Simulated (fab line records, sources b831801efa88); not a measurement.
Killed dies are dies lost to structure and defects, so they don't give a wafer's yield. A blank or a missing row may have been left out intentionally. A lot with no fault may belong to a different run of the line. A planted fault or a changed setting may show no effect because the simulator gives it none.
2 desks looking at one fault ; flow gf180mcu ; numbers are kept per desk, each desk with only its own; the story behind them comes last

AT THE TOOL OWNER'S DESK: implanter-01
The tool's own readings at GF_HV_LDD_IMPLANT_35, given as means over the sampled wafers that have a number, one for each lot that went through this tool. If a lot's mean is further than 4 standard deviations from the usual mean, the lot is out of limits and carries the mark OUT (the distance appears in the brackets).
Columns: A = beam energy keV at GF_HV_LDD_IMPLANT_35, usual 59.995; B = faraday current uA at GF_HV_LDD_IMPLANT_35, usual 42.3; C = tilt deg at GF_HV_LDD_IMPLANT_35, usual 30.005 degrees
lot;first seen here;A;B;C
L230;day 11 18:40;59.989;41.9;30.033
L232;day 12 02:40;60.001;41.9;30.043
L241;day 15 02:26;60.003;42.7;29.981
L242;day 15 06:20;59.986;42.1;30.023
L251;day 18 12:41;60.017;41.5;29.988
L252;day 18 23:35;59.994;42.2;30.035
Finding of this desk: none of the 6 lots has anything out of limits.

AT THE METROLOGY DESK
Lot by lot, what the gauges showed, no matter which tool ran the lot: averages of those sampled wafers that carry a number. If a lot's mean is further than 4 standard deviations from the usual mean, the lot is out of limits and carries the mark OUT (the distance appears in the brackets).
Columns: A = VT_IMPLANT_03_OVL at GF_VT_IMPLANT_OVL_MEAS_40, usual -0.1 nm; B = HV_LDD_RS at GF_HV_LDD_RS_MEAS_53, usual 418.5 ohm/sq; C = PSD_TW at GF_PSD_TW_MEAS_11, usual 3173; D = NSD_RS at GF_PSD_RS_MEAS_14, usual 46.18 ohm/sq
lot;first seen here;A;B;C;D
L230;day 7 15:50;-1.0;419.0;3149;46.23
L231;day 7 23:48;-2.4;418.2;3164;46.18
L232;day 8 01:47;-0.1;417.9;3151;46.24
L233;day 8 09:38;-0.4;418.6;3167;46.15
L234;day 8 16:44;-0.3;417.7;3167;46.26
L241;day 10 15:24;1.1;-;3197;46.11
L242;day 10 20:15;1.3;-;3189;46.24
L246;day 11 20:43;0.8;417.8;3192;46.12
L247;day 12 06:08;-0.9;417.5;3214;46.26
L248;day 12 13:04;0.5;417.5;3181;46.25
L250;day 13 01:33;1.1;419.1;3169;46.11
L251;day 13 11:32;-1.0;418.3;3156;46.17
L252;day 13 16:29;-0.8;418.4;3161;46.18
L253;day 13 23:26;1.0;418.7;3159;46.19
Finding of this desk: none of the 14 lots has anything out of limits.

ALL TOGETHER
The tool owner's desk saw nothing out of limits.
At the metrology desk, nothing out of limits was observed.

WHAT HAD BEEN PUT IN BY THE SIMULATOR
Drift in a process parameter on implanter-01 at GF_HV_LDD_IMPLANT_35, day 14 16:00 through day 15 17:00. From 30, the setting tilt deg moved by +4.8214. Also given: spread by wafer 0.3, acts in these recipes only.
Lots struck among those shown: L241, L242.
